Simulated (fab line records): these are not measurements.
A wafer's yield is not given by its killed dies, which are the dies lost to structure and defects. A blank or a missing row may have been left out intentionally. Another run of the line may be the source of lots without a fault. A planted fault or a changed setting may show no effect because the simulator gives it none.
Chamber matching / flow gf180mcu / 3 sister chambers for GF_MIM_CVD_05 on pecvd-01
The step deposits Si3N4, target thk 42 nm, time 29.086 s. 3 wafers are shown with their chamber, then 8 later ones without.

EACH WAFER AND ITS CHAMBER
wafer=L538.5; chamber=0; heater-power-w (W)=881
wafer=L538.6; chamber=2; heater-power-w (W)=667
wafer=L541.3; chamber=1; heater-power-w (W)=680

WAFERS WHOSE CHAMBER IS MISSING
wafer=L541.4; heater-power-w (W)=695
wafer=L541.5; heater-power-w (W)=812
wafer=L542.1; heater-power-w (W)=592
wafer=L542.3; heater-power-w (W)=713
wafer=L542.4; heater-power-w (W)=568
wafer=L552.2; heater-power-w (W)=671
wafer=L552.3; heater-power-w (W)=903
wafer=L552.4; heater-power-w (W)=713

EACH ONE'S CHAMBER
wafer=L541.4; from the rows above=can't be placed: 1 or 2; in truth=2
wafer=L541.5; from the rows above=can't be placed: 0 or 1 or 2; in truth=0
wafer=L542.1; from the rows above=can't be placed: 2 or 1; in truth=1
wafer=L542.3; from the rows above=can't be placed: 1 or 2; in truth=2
wafer=L542.4; from the rows above=can't be placed: 2 or 1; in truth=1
wafer=L552.2; from the rows above=can't be placed: 2 or 1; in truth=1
wafer=L552.3; from the rows above=0; in truth=0
wafer=L552.4; from the rows above=can't be placed: 1 or 2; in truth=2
Placed correctly: 1 of 8. Not placeable from these rows: 7 (in 7, the candidates include the true chamber). 0 placed wrongly.
How it was worked out, from the rows above alone: a wafer's distance from a chamber is the root of the sum, over the readings, of the square of ((its reading less the chamber's mean) divided by the reading's scatter). If the next closest chamber is less than 2 further off than the closest, the wafer can't be placed; otherwise it belongs to the closest. A chamber's mean is the mean of its shown wafers. The scatter: with one shown wafer a chamber, the root of the mean of the squares of how far each hidden wafer lies from its nearest shown one.
